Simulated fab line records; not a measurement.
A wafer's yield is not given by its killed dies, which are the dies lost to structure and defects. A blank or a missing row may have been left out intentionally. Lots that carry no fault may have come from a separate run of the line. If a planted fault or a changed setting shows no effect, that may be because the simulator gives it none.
One fault through the eyes of 2 desks | flow gf180mcu | each desk holds nothing but its own numbers, with what lay behind them at the end

## THE TOOL OWNER'S DESK: rie-si-02
The tool's own readings at GF_STI_ETCH_14 (etches Si in HBr/Cl2/O2, target depth 360 nm, time 102.9 s): means of the sampled wafers that have a number, for each lot that ran on this tool. A lot is out of limits, marked OUT, if its mean lies more than 4 standard deviations from the usual mean; the brackets give that distance.
Columns: A = bias-w at GF_STI_ETCH_14, usual 150.0 W; B = drypump-motor-current-A at GF_STI_ETCH_14, usual 5.7 A; C = oes-product-au at GF_STI_ETCH_14, usual 0.999 a.u.; D = throttle-valve-pct at GF_STI_ETCH_14, usual 25.656 %
lot  | first seen here | A     | B   | C     | D
L516 | day 2 02:07     | 150.3 | 5.9 | 0.993 | 25.660
L517 | day 2 07:38     | 150.1 | 5.6 | 1.004 | 25.640
L518 | day 2 13:44     | 150.2 | 5.7 | 1.000 | 25.662
L523 | day 3 14:07     | 150.2 | 5.3 | 0.996 | 25.666
L524 | day 3 18:28     | 149.9 | 5.9 | 0.993 | 25.662
L525 | day 4 00:53     | 150.0 | 5.6 | 1.000 | 25.656
L529 | day 4 21:05     | 150.3 | 6.0 | 0.995 | 25.658
L530 | day 5 02:20     | 150.6 | 5.9 | 0.992 | 25.659
Finding of this desk: none of the 8 lots has anything out of limits.

## METROLOGY DESK
Means of the sampled wafers that have a number, per lot and without regard to the tool the lot ran on: this is what the gauges read. A lot is out of limits, marked OUT, if its mean lies more than 4 standard deviations from the usual mean; the brackets give that distance.
Columns: A = MIM_ALCU_RS at GF_MIM_RS_MEAS_10, usual 0.1590 ohm/sq
lot  | first seen here | A
L516 | day 24 11:53    | 0.1584
L517 | day 25 09:37    | 0.1605
L518 | day 25 14:40    | 0.1618
L519 | day 25 23:16    | 0.1594
L521 | day 27 00:16    | 0.1597
L522 | day 27 05:35    | 0.1581
L523 | day 27 07:02    | 0.1583
L524 | day 27 15:07    | 0.1595
L525 | day 27 21:17    | 0.1609
L529 | day 29 01:34    | 0.1562
L530 | day 29 08:53    | 0.1598
L531 | day 29 11:56    | 0.1573
L536 | day 30 21:25    | 0.1581
L539 | day 31 17:03    | 0.1578
Finding of this desk: none of the 14 lots has anything out of limits.

## TAKEN TOGETHER
The tool owner's desk saw nothing out of limits.
The metrology desk saw nothing out of limits.

## WHAT THE SIMULATOR PUT IN
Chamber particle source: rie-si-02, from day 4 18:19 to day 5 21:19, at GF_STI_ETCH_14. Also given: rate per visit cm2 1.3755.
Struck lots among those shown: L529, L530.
